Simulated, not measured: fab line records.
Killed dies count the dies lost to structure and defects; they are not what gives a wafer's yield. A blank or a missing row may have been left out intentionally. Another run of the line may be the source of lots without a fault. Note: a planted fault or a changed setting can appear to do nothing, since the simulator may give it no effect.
The tool behind it: which one? || flow gf180mcu || 14 lots with 42 wafers sampled at 5 steps, on a route of 602 steps

## WHAT THE GAUGES SHOWED, per wafer
GF_LVPWELL_TW_MEAS_11.
{"lot": "L215", "measured": "day 4 01:25", "on": "film metro-04", "LVPWELL_TW": "554.5 560.3 561.8"}
{"lot": "L216", "measured": "day 4 02:55", "on": "film metro-04", "LVPWELL_TW": "561.4 561.3 558.3"}
{"lot": "L217", "measured": "day 4 08:36", "on": "film metro-03", "LVPWELL_TW": "564.3 565.4 564.9"}
{"lot": "L219", "measured": "day 4 18:12", "on": "film metro-03", "LVPWELL_TW": "562.4 564.9 564.0"}
{"lot": "L220", "measured": "day 4 21:56", "on": "film metro-01", "LVPWELL_TW": "562.0 562.6 561.0"}
{"lot": "L222", "measured": "day 5 20:59", "on": "film metro-01", "LVPWELL_TW": "558.7 560.3 559.6"}
{"lot": "L224", "measured": "day 6 07:03", "on": "film metro-01", "LVPWELL_TW": "558.0 557.0 560.9"}
{"lot": "L228", "measured": "day 7 02:22", "on": "film metro-04", "LVPWELL_TW": "560.9 561.3 562.2"}
{"lot": "L232", "measured": "day 7 17:56", "on": "film metro-01", "LVPWELL_TW": "527.5 522.3 525.8"}
{"lot": "L233", "measured": "day 8 03:13", "on": "film metro-04", "LVPWELL_TW": "524.0 523.1 528.7"}
{"lot": "L235", "measured": "day 8 20:02", "on": "film metro-03", "LVPWELL_TW": "560.6 558.8 559.7"}
{"lot": "L236", "measured": "day 9 03:24", "on": "film metro-04", "LVPWELL_TW": "558.8 560.0 560.4"}
{"lot": "L237", "measured": "day 9 04:29", "on": "film metro-04", "LVPWELL_TW": "558.2 555.2 561.1"}
{"lot": "L238", "measured": "day 9 18:52", "on": "film metro-03", "LVPWELL_TW": "560.5 568.3 564.9"}

GF_VT_IMPLANT_RS_MEAS_48: a four-point-probe measurement.
{"lot": "L215", "measured": "day 7 14:58", "on": "film metro-01", "LVPWELL_RS (ohm/sq)": "1200 1199 1195"}
{"lot": "L216", "measured": "day 7 15:59", "on": "film metro-04", "LVPWELL_RS (ohm/sq)": "1202 1203 1203"}
{"lot": "L217", "measured": "day 7 22:53", "on": "film metro-03", "LVPWELL_RS (ohm/sq)": "1193 1195 1191"}
{"lot": "L219", "measured": "day 8 10:56", "on": "film metro-03", "LVPWELL_RS (ohm/sq)": "1200 1199 1201"}
{"lot": "L220", "measured": "day 8 15:53", "on": "film metro-04", "LVPWELL_RS (ohm/sq)": "1198 1200 1197"}
{"lot": "L222", "measured": "day 9 18:46", "on": "film metro-01", "LVPWELL_RS (ohm/sq)": "1188 1194 1195"}
{"lot": "L224", "measured": "day 10 09:10", "on": "film metro-03", "LVPWELL_RS (ohm/sq)": "1196 1196 1197"}
{"lot": "L228", "measured": "day 11 07:48", "on": "film metro-04", "LVPWELL_RS (ohm/sq)": "1195 1197 1198"}
{"lot": "L232", "measured": "day 12 03:23", "on": "film metro-03", "LVPWELL_RS (ohm/sq)": "1536 1540 1543"}
{"lot": "L233", "measured": "day 12 14:08", "on": "film metro-01", "LVPWELL_RS (ohm/sq)": "1530 1535 1532"}
{"lot": "L235", "measured": "day 13 11:26", "on": "film metro-04", "LVPWELL_RS (ohm/sq)": "1198 1195 1203"}
{"lot": "L236", "measured": "day 13 19:28", "on": "film metro-04", "LVPWELL_RS (ohm/sq)": "1207 1203 1203"}
{"lot": "L237", "measured": "day 13 20:16", "on": "film metro-01", "LVPWELL_RS (ohm/sq)": "1198 1195 1196"}
{"lot": "L238", "measured": "day 14 14:19", "on": "film metro-01", "LVPWELL_RS (ohm/sq)": "1199 1197 1198"}

GF_PSD_CD_MEAS_07: target cd 400 nm.
{"lot": "L215", "measured": "day 14 06:54", "on": "cd sem-01", "cd nm (nm)": "400.8 403.3 402.1"}
{"lot": "L216", "measured": "day 14 05:54", "on": "cd sem-02", "cd nm (nm)": "405.7 404.5 407.2"}
{"lot": "L217", "measured": "day 14 17:20", "on": "cd sem-01", "cd nm (nm)": "396.9 396.8 397.8"}
{"lot": "L219", "measured": "day 15 05:28", "on": "cd sem-02", "cd nm (nm)": "402.4 398.6 401.3"}
{"lot": "L220", "measured": "day 15 12:32", "on": "cd sem-01", "cd nm (nm)": "397.9 399.4 398.7"}
{"lot": "L222", "measured": "day 16 23:04", "on": "cd sem-02", "cd nm (nm)": "399.1 399.8 401.1"}
{"lot": "L224", "measured": "day 17 22:31", "on": "cd sem-02", "cd nm (nm)": "401.3 399.7 402.5"}
{"lot": "L228", "measured": "day 18 22:09", "on": "cd sem-01", "cd nm (nm)": "399.1 398.4 401.2"}
{"lot": "L235", "measured": "day 21 12:55", "on": "cd sem-01", "cd nm (nm)": "400.5 403.0 400.5"}
{"lot": "L236", "measured": "day 22 00:38", "on": "cd sem-01", "cd nm (nm)": "404.8 403.3 403.1"}
{"lot": "L237", "measured": "day 22 00:20", "on": "cd sem-01", "cd nm (nm)": "406.9 405.0 406.0"}
{"lot": "L238", "measured": "day 22 22:13", "on": "cd sem-01", "cd nm (nm)": "393.2 395.6 398.3"}

GF_M1_THK_MEAS_06: measures by xrf.
{"lot": "L215", "measured": "day 16 06:07", "on": "film metro-01", "M1_ALCU_THK (nm)": "453 462 460"}
{"lot": "L216", "measured": "day 16 04:29", "on": "film metro-01", "M1_ALCU_THK (nm)": "457 457 449"}
{"lot": "L217", "measured": "day 16 17:13", "on": "film metro-01", "M1_ALCU_THK (nm)": "458 455 461"}
{"lot": "L219", "measured": "day 17 05:45", "on": "film metro-02", "M1_ALCU_THK (nm)": "443 436 443"}
{"lot": "L220", "measured": "day 17 12:38", "on": "film metro-02", "M1_ALCU_THK (nm)": "448 447 448"}
{"lot": "L222", "measured": "day 19 01:41", "on": "film metro-02", "M1_ALCU_THK (nm)": "453 453 451"}
{"lot": "L224", "measured": "day 20 02:53", "on": "film metro-02", "M1_ALCU_THK (nm)": "449 450 451"}
{"lot": "L228", "measured": "day 21 03:02", "on": "film metro-02", "M1_ALCU_THK (nm)": "450 454 451"}
{"lot": "L235", "measured": "day 23 14:22", "on": "film metro-01", "M1_ALCU_THK (nm)": "452 452 451"}
{"lot": "L236", "measured": "day 24 01:54", "on": "film metro-01", "M1_ALCU_THK (nm)": "448 452 449"}
{"lot": "L237", "measured": "day 24 01:11", "on": "film metro-03", "M1_ALCU_THK (nm)": "441 448 453"}
{"lot": "L238", "measured": "day 24 22:43", "on": "film metro-01", "M1_ALCU_THK (nm)": "456 455 453"}

## EACH LOT AND THE TOOL THAT RAN IT (in order: tool; ch and the chambers of the sampled wafers; start)
{"lot": "L215", "GF_LVPWELL_IMPLANT_09": "implanter-02 ch 0, day 4 01:11"}
{"lot": "L216", "GF_LVPWELL_IMPLANT_09": "implanter-02 ch 0, day 4 02:40"}
{"lot": "L217", "GF_LVPWELL_IMPLANT_09": "implanter-02 ch 0, day 4 08:21"}
{"lot": "L219", "GF_LVPWELL_IMPLANT_09": "implanter-02 ch 0, day 4 17:58"}
{"lot": "L220", "GF_LVPWELL_IMPLANT_09": "implanter-01 ch 0, day 4 21:43"}
{"lot": "L222", "GF_LVPWELL_IMPLANT_09": "implanter-03 ch 0, day 5 20:44"}
{"lot": "L224", "GF_LVPWELL_IMPLANT_09": "implanter-02 ch 0, day 6 06:49"}
{"lot": "L228", "GF_LVPWELL_IMPLANT_09": "implanter-01 ch 0, day 7 02:07"}
{"lot": "L232", "GF_LVPWELL_IMPLANT_09": "implanter-02, day 7 17:41"}
{"lot": "L233", "GF_LVPWELL_IMPLANT_09": "implanter-02, day 8 02:59"}
{"lot": "L235", "GF_LVPWELL_IMPLANT_09": "implanter-02 ch 0, day 8 19:47"}
{"lot": "L236", "GF_LVPWELL_IMPLANT_09": "implanter-01 ch 0, day 9 03:10"}
{"lot": "L237", "GF_LVPWELL_IMPLANT_09": "implanter-02 ch 0, day 9 04:16"}
{"lot": "L238", "GF_LVPWELL_IMPLANT_09": "implanter-02 ch 0, day 9 18:32"}
- GF_LVPWELL_IMPLANT_09

## WHAT THE TOOLS THEMSELVES READ (means of the sampled wafers that have a number; where no wafer has one, the mark that the record gives instead)
GF_LVPWELL_IMPLANT_09.
{"lot": "L215", "tool": "implanter-02", "beam energy keV": 60.013, "beam on s (s)": 9.87, "faraday current uA": 28.5}
{"lot": "L216", "tool": "implanter-02", "beam energy keV": 59.994, "beam on s (s)": 10.01, "faraday current uA": 28.1}
{"lot": "L217", "tool": "implanter-02", "beam energy keV": 59.994, "beam on s (s)": 9.87, "faraday current uA": 28.6}
{"lot": "L219", "tool": "implanter-02", "beam energy keV": 60.007, "beam on s (s)": 10.13, "faraday current uA": 27.9}
{"lot": "L220", "tool": "implanter-01", "beam energy keV": 59.971, "beam on s (s)": 10.08, "faraday current uA": 28.0}
{"lot": "L222", "tool": "implanter-03", "beam energy keV": 60.000, "beam on s (s)": 10.22, "faraday current uA": 27.6}
{"lot": "L224", "tool": "implanter-02", "beam energy keV": 59.995, "beam on s (s)": 10.06, "faraday current uA": 28.1}
{"lot": "L228", "tool": "implanter-01", "beam energy keV": 60.005, "beam on s (s)": 10.07, "faraday current uA": 28.1}
{"lot": "L232", "tool": "implanter-02", "beam energy keV": "-", "beam on s (s)": "-", "faraday current uA": "-"}
{"lot": "L233", "tool": "implanter-02", "beam energy keV": "-", "beam on s (s)": "-", "faraday current uA": "-"}
{"lot": "L235", "tool": "implanter-02", "beam energy keV": 59.998, "beam on s (s)": 10.05, "faraday current uA": 28.1}
{"lot": "L236", "tool": "implanter-01", "beam energy keV": 60.010, "beam on s (s)": 9.90, "faraday current uA": 28.5}
{"lot": "L237", "tool": "implanter-02", "beam energy keV": 60.018, "beam on s (s)": 10.00, "faraday current uA": 28.2}
{"lot": "L238", "tool": "implanter-02", "beam energy keV": 60.022, "beam on s (s)": 10.11, "faraday current uA": 27.9}

## THE ANSWER, worked out from the rows above alone
Rule: the usual values come from the lots themselves. Put in order of their means at a reading, lots are off if they are a third of the lots or fewer, leave a main group of 4 or more, and stand apart from it by a gap of 3 or more times the standard deviation of the main group's means; of several such gaps the widest counts. The tables above print the reading to a certain number of digits; a main group whose means all agree to those digits is not used. A lot without any number at a reading at which 4 lots or more have one is off too. All remaining lots with rows at the step are treated as sound. The gauges are gone through in route order, then the tools' own readings, and for those a lot's mean is taken as printed above. At the first step where some lot is off, the reading lying furthest off is the one used; lots without a number count as furthest.
Off: L232, L233, seen at GF_LVPWELL_TW_MEAS_11 (LVPWELL_TW). For the main group the mean is 561.0 and the standard deviation 2.2.
A tool fits if, at a process step before that reading, it ran every lot that is off, and no sound lot after the first of them. Not tried: the gauges at GF_LVPWELL_TW_MEAS_11; whatever is off there is also off at GF_LVPWELL_IMPLANT_09, on other tools, and gauge error can't account for it. Not one of the candidates tried fits.

## WHAT THE SIMULATOR HAD INSERTED
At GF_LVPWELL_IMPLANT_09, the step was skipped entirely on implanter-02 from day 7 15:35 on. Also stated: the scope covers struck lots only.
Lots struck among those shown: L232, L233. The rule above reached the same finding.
